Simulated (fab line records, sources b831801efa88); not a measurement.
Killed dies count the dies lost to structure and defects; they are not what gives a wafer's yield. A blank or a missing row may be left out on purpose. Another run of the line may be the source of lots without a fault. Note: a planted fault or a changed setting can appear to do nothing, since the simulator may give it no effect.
Which of the tools did it?	flow sky130	12 lots, 36 wafers sampled, at 3 steps of a route of 708

## WHAT EACH GAUGE READ, for each wafer
SKY_CAP2M_THK_MEAS_04: measures by xrf.
lot	measured	on	CAP2M_TIN_THK (nm)
L416	day 39 20:17	film-metro-03	200.7 201.4 199.3
L418	day 40 06:23	film-metro-04	200.9 201.5 201.6
L417	day 40 07:10	film-metro-04	196.5 196.6 199.2
L422	day 41 10:31	film-metro-03	202.3 200.1 199.5
L424	day 42 06:02	film-metro-02	203.3 200.5 202.4
L425	day 42 09:58	film-metro-02	198.0 196.7 199.4
L426	day 42 14:33	film-metro-04	199.9 197.4 198.5
L428	day 43 09:17	film-metro-03	198.4 202.0 203.3
L429	day 43 11:26	film-metro-03	200.6 198.4 201.8
L430	day 43 21:13	film-metro-04	200.3 198.4 197.3
L436	day 45 15:59	film-metro-04	198.6 199.1 201.2
L435	day 45 18:02	film-metro-04	198.8 201.0 199.4

## WHAT TOOL EACH LOT RAN ON (gives the tool, then ch and the chambers of the sampled wafers, and finally the start)
lot	SKY_VIA2_ETCH_15	SKY_VIA2_SPUTTER_20
L416	rie-diel-02 ch 1,2, day 36 11:02	pvd-sputter-04, day 36 11:44
L418	rie-diel-01 ch 0,1,3, day 36 19:35	pvd-sputter-02, day 36 20:15
L417	rie-diel-02 ch 0,3, day 36 20:20	pvd-sputter-03, day 36 21:02
L422	rie-diel-01 ch 1,2,3, day 38 01:53	pvd-sputter-02, day 38 02:32
L424	rie-diel-04 ch 0,1,3, day 38 22:16	pvd-sputter-03, day 38 23:01
L425	rie-diel-04 ch 0,1,3, day 39 03:53	pvd-sputter-03, day 39 04:33
L426	rie-diel-02 ch 0,1,3, day 39 07:41	pvd-sputter-04, day 39 08:21
L428	rie-diel-04 ch 0,1,3, day 40 03:58	pvd-sputter-04, day 40 04:37
L429	rie-diel-02 ch 0,2,3, day 40 07:14	pvd-sputter-03, day 40 07:54
L430	rie-diel-04 ch 1,2,3, day 40 16:32	pvd-sputter-02, day 40 17:12
L436	rie-diel-01 ch 0,1, day 42 14:20	pvd-sputter-02, day 42 14:59
L435	rie-diel-01 ch 0,3, day 42 16:41	pvd-sputter-03, day 42 17:21
- SKY_VIA2_ETCH_15: etches SiO2 in C4F8/O2/Ar, stops on TiN, target depth 546 nm, time 84 s.
- SKY_VIA2_SPUTTER_20: material TiN, target thk 20 nm, time 80 s.

## AS READ BY THE TOOLS THEMSELVES (means over the sampled wafers that have a number; for cases with no such wafer, the mark the record gives instead)
SKY_VIA2_ETCH_15.
lot	tool	oes-product-au (a.u.)
L416	rie-diel-02	0.939
L418	rie-diel-01	0.939
L417	rie-diel-02	0.943
L422	rie-diel-01	0.944
L424	rie-diel-04	0.939
L425	rie-diel-04	0.937
L426	rie-diel-02	0.936
L428	rie-diel-04	0.939
L429	rie-diel-02	0.939
L430	rie-diel-04	0.942
L436	rie-diel-01	0.939
L435	rie-diel-01	0.942

SKY_VIA2_SPUTTER_20.
lot	tool	cathode-dc-power-W (W)	throttle-valve-pct (%)
L416	pvd-sputter-04	4000.1	31.6
L418	pvd-sputter-02	4000.1	30.2
L417	pvd-sputter-03	4000.1	30.2
L422	pvd-sputter-02	3999.6	29.9
L424	pvd-sputter-03	4000.1	30.6
L425	pvd-sputter-03	4000.0	31.5
L426	pvd-sputter-04	4000.7	31.1
L428	pvd-sputter-04	4000.4	31.5
L429	pvd-sputter-03	4000.0	31.1
L430	pvd-sputter-02	4000.2	30.4
L436	pvd-sputter-02	4000.1	30.4
L435	pvd-sputter-03	4000.4	30.1

## THE ANSWER, worked out from the rows above alone
Rule: the lots themselves supply what counts as usual. Put in order of their means at a reading, lots are off if they are a third of the lots or fewer, leave a main group of 4 or more, and stand apart from it by a gap of 3 or more times the standard deviation of the main group's means; of several such gaps the widest counts. A main group whose means are all the same, to the digits that the tables above print for the reading, isn't used. A lot without any number at a reading at which 4 lots or more have one is off too. Where the step has rows for the other lots, those lots are counted as sound. Order of review: gauges by route order, followed by the tools' own readings, for which a lot's mean as printed above is used. At the first step where some lot is off, the reading lying furthest off is the one used; lots without a number count as furthest.
No lot is off at any reading shown: from this, nothing can be told.

## WHAT HAD BEEN PUT IN BY THE SIMULATOR
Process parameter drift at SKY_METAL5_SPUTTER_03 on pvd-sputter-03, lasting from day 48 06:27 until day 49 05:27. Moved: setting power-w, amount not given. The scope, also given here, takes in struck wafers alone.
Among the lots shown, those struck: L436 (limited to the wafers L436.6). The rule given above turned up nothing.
